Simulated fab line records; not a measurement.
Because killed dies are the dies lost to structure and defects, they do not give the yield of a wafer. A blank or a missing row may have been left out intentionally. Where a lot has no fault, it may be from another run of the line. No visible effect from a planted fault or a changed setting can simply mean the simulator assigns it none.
Comparing a struck lot with a sound one + flow sfq line + 42 steps out of a route of 325
Sound: the wafers L225.1, L225.3, L225.6. Struck: wafer L232.4 (left out: L232.2, L232.5 of the same lot, which were not struck); the cause appears at the end.
Per side, at each step with rows, come the tool, then ch with its chambers, and then its first start. Under that, the readings that differ: sound wafers + struck wafers + difference of the means + sigmas: that difference in standard deviations of wafers without a fault.
alike: readings whose means differ by less than 2 such deviations, and words and numbers that are the same on both sides. not compared: withheld readings, readings that some wafer has no value for, bounds like >300 that may hide the same value, and numbers for which the record gives no deviation and whose values overlap.
A row with sigmas, a row that says differs or no value, or rows on one side alone: a step with any of these is where the two part. Numbers that don't overlap but have no deviation are shown without sigmas and don't part them. A reading that every wafer of one side lacks parts them only if that side has two wafers or more.

first, 6 steps without rows for these wafers: SFQ_TRILAYER_L0_VIA_LITHO_COAT_018 (resist thk 62 nm); SFQ_TRILAYER_L0_VIA_LITHO_COAT_013 (resist thk 650 nm); SFQ_TRILAYER_L0_VIA_LITHO_SOFTBAKE_017; SFQ_TRILAYER_L0_VIA_LITHO_EXPOSE_014 (exposes mask L0V, target cd 700 nm); SFQ_TRILAYER_L0_VIA_LITHO_PEB_016 (peb time 60 s); SFQ_TRILAYER_L0_VIA_LITHO_DEVELOP_015 (time 60 s).
SFQ_L0V_OVL_MEAS_903:
  sound on overlay-02, day 9 06:47; struck on overlay-01, day 11 19:28
  alike: L0V_OVL
then, 1 step without rows for these wafers: SFQ_TRILAYER_L0_VIA_BARC_OPEN_VIA_ETCH_021 (etches BARC in O2, target depth 125 nm, time 41.7 s).
SFQ_TRILAYER_L0_VIA_ETCH_VIA_ETCH_016: etches SiO2 in CHF3, stops on MoNx KI, target depth 80 nm.
  sound on rie diel-01 ch 2,3, day 9 06:52; struck on rie diel-03 ch 3, day 11 19:32
| reading               | sound             | struck | difference | sigmas |
|-----------------------|-------------------|--------|------------|--------|
| oes product au (a.u.) | 0.831 0.831 0.839 | 0.853  | +0.019     | +2     |
  alike: drypump motor current A
SFQ_TRILAYER_L0_VIA_STRIP_STRIP_017: strips in O2.
  sound on rie metal-03 ch 0,1, day 9 06:55; struck on rie metal-03 ch 1, day 11 19:35
  alike: drypump motor current A, oes product au
  not compared: rf hours counter h
then, 2 steps without rows for these wafers: SFQ_TRILAYER_L0_VIA_STRIP_SOLV_CLEAN_018 (cleans in NMP, time 600 s); SFQ_TRILAYER_M0_DEP_PRE_CLEAN_020 (time 15 s).
SFQ_TRILAYER_M0_DEP_SPUTTER_019: material Nb, target thk 200 nm, time 133.3 s.
  sound on pvd sputter-05, day 9 07:43; struck on pvd sputter-05, day 11 20:23
| reading                                             | sound             | struck | difference | sigmas |
|-----------------------------------------------------|-------------------|--------|------------|--------|
| model.Nb_of_TRILAYER_M0_DEP_SPUTTER_019.thk nm (nm) | 200.7 201.3 201.8 | 220.3  | +19.0      |        |
  alike: resputter cathode voltage v, throttle valve pct
SFQ_M0_RS_MEAS_904: uses a four-point probe to measure.
  sound on film metro-01, day 9 07:49; struck on film metro-04, day 11 20:30
| reading           | sound             | struck | difference | sigmas |
|-------------------|-------------------|--------|------------|--------|
| M0_NB_RS (ohm/sq) | 0.886 0.885 0.880 | 0.806  | -0.078     | -8     |
then, 6 steps without rows for these wafers: SFQ_TRILAYER_M0_LITHO_COAT_026 (resist thk 62 nm); SFQ_TRILAYER_M0_LITHO_COAT_021 (resist thk 600 nm); SFQ_TRILAYER_M0_LITHO_SOFTBAKE_025; SFQ_TRILAYER_M0_LITHO_EXPOSE_022 (exposes mask M0, target cd 500 nm); SFQ_TRILAYER_M0_LITHO_PEB_024 (peb time 60 s); SFQ_TRILAYER_M0_LITHO_DEVELOP_023 (time 60 s).
-- the record jumps here: 5 days lie between the struck wafers' starts before and after --
SFQ_M0_OVL_MEAS_906:
  sound on overlay-02, day 13 16:51; struck on overlay-02, day 16 17:55
  alike: M0_OVL
then, 1 step without rows for these wafers: SFQ_TRILAYER_M0_BARC_OPEN_METAL_ETCH_031 (etches BARC in O2, target depth 125 nm, time 41.7 s).
SFQ_TRILAYER_M0_ETCH_METAL_ETCH_024: etches Nb in Cl2/Ar, stops on SiO2, target depth 240 nm, time 120 s.
  sound on rie metal-01 ch 0,1, day 13 16:56; struck on rie metal-03 ch 0, day 16 18:01
| reading               | sound             | struck | difference | sigmas |
|-----------------------|-------------------|--------|------------|--------|
| oes product au (a.u.) | 0.902 0.891 0.901 | 0.947  | +0.049     | +8     |
  alike: drypump motor current A
  not compared: rf hours counter h
SFQ_TRILAYER_M0_STRIP_STRIP_025: strips in O2.
  sound on rie metal-01 ch 0,1, day 13 17:04; struck on rie metal-03 ch 0, day 16 18:08
| reading               | sound             | struck | difference | sigmas |
|-----------------------|-------------------|--------|------------|--------|
| oes product au (a.u.) | 0.983 0.977 0.992 | 1.012  | +0.028     | +2     |
  alike: drypump motor current A
  not compared: rf hours counter h
then, 2 steps without rows for these wafers: SFQ_TRILAYER_M0_STRIP_SOLV_CLEAN_026 (cleans in NMP, time 600 s); SFQ_TRILAYER_I0_DEP_PECVD_027 (deposits SiO2 from SiH4/N2O, time 111.11 s, target thk 500 nm).
SFQ_TRILAYER_I0_CMP_CMP_028: polishes SiO2.
  sound on cmp-02 ch 1,3, day 14 00:52; struck on cmp-02 ch 1, day 16 19:59
  alike: motor current A, retaining ring pressure frac, time to endpoint s
SFQ_I0_BOW_MEAS_907:
  sound on film metro-04, day 14 03:22; struck on film metro-01, day 16 22:01
  alike: I0_BOW
SFQ_TRILAYER_I0_METRO_MEASURE_029:
  sound on film metro-04, day 14 03:29; struck on film metro-01, day 16 22:19
  alike: thk nm
then, 6 steps without rows for these wafers: SFQ_TRILAYER_I0_VIA_LITHO_COAT_036 (resist thk 62 nm); SFQ_TRILAYER_I0_VIA_LITHO_COAT_031 (resist thk 650 nm); SFQ_TRILAYER_I0_VIA_LITHO_SOFTBAKE_035; SFQ_TRILAYER_I0_VIA_LITHO_EXPOSE_032 (exposes mask I0, target cd 500 nm); SFQ_TRILAYER_I0_VIA_LITHO_PEB_034 (peb time 60 s); SFQ_TRILAYER_I0_VIA_LITHO_DEVELOP_033 (time 60 s).
SFQ_I0_OVL_MEAS_908:
  sound on overlay-01, day 14 23:03; struck on overlay-02, day 17 01:34
  alike: I0_OVL
then, 5 steps without rows for these wafers: SFQ_TRILAYER_I0_VIA_BARC_OPEN_VIA_ETCH_046 (etches BARC in O2, target depth 125 nm, time 41.7 s); SFQ_TRILAYER_I0_VIA_ETCH_VIA_ETCH_034 (etches SiO2 in CHF3, stops on Nb, target depth 260 nm); SFQ_TRILAYER_I0_VIA_STRIP_STRIP_035 (strips in O2); SFQ_TRILAYER_I0_VIA_STRIP_SOLV_CLEAN_036 (cleans in NMP, time 600 s); SFQ_TRILAYER_M1_DEP_PRE_CLEAN_038 (time 22.5 s).
-- the record jumps here: 75 days lie between the struck wafers' starts before and after --
SFQ_M8_BOW_MEAS_951:
  sound on film metro-02, day 82 03:11; struck on film metro-02, day 92 01:48
| reading                 | sound                | struck | difference | sigmas |
|-------------------------|----------------------|--------|------------|--------|
| model.etest.m0.ohm um   | 1.77 1.757 1.751     | 1.615  | -0.144     |        |
| model.etest.i0.link ohm | 1.943 1.948 1.943    | 1.866  | -0.079     |        |
| model.etest.m0.ohm sq   | 0.8871 0.8846 0.8823 | 0.8082 | -0.0765    |        |
  alike: M8_BOW

## WHERE THEY PART
Earliest at SFQ_TRILAYER_L0_VIA_ETCH_VIA_ETCH_016; latest, in this record, at SFQ_TRILAYER_M0_STRIP_STRIP_025. Later steps at which nothing parts them and some readings are alike: SFQ_TRILAYER_I0_CMP_CMP_028, SFQ_I0_BOW_MEAS_907, SFQ_TRILAYER_I0_METRO_MEASURE_029, SFQ_I0_OVL_MEAS_908, SFQ_M8_BOW_MEAS_951.

WHY: whatever the simulator had introduced
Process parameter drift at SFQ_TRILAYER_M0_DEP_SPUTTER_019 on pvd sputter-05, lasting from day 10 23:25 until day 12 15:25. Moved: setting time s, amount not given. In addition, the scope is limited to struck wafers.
